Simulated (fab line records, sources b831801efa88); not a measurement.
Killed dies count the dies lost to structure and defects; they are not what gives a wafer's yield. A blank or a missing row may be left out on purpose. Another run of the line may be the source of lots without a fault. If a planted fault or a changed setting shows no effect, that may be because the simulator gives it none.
Chamber matching	flow sky130	SKY_VIA3_STRIP_17 on wet-bench-04 has 4 sister chambers
The step strips in post etch residue remover, time 1200 s. 7 wafers are shown with their chamber, then 8 later ones without.

== WAFERS WITH THEIR CHAMBER ==
wafer	chamber	bath-heat-duty-pct (%)	temp-c (C)
L537.5	0	14.1	72.34
L537.6	0	14.1	72.48
L538.2	2	13.0	72.65
L538.5	2	14.0	72.47
L542.3	3	12.0	72.35
L542.6	3	12.9	72.26
L547.1	1	14.9	72.17

== WAFERS WHOSE CHAMBER IS MISSING ==
wafer	bath-heat-duty-pct (%)	temp-c (C)
L547.2	13.3	72.47
L547.6	14.2	72.43
L546.1	13.9	72.51
L546.3	12.3	72.36
L546.6	11.9	72.45
L548.3	13.5	72.50
L548.5	13.4	72.48
L548.6	12.5	72.39

== WHICH CHAMBER EACH ONE RAN IN ==
wafer	from the rows above	in truth
L547.2	can't be placed: 2 or 0 or 3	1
L547.6	can't be placed: 0 or 2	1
L546.1	can't be placed: 2 or 0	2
L546.3	3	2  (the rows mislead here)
L546.6	can't be placed: 3 or 2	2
L548.3	can't be placed: 2 or 0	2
L548.5	can't be placed: 2 or 0 or 3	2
L548.6	can't be placed: 3 or 2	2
0 of 8 placed correctly. Not placeable from these rows: 7 (in 5, the candidates include the true chamber). Number placed wrongly: 1.
How it was worked out, from the rows above alone: a wafer's distance from a chamber is the root of the sum, over the readings, of the square of ((its reading less the chamber's mean) divided by the reading's scatter). The wafer belongs to the nearest chamber; if the next one is less than 2 further off, it can't be placed. The mean given for a chamber averages the wafers shown for that chamber. The scatter: the root of (the sum of the squares of (reading less its chamber's mean) over the shown wafers, divided by (wafers less chambers)).
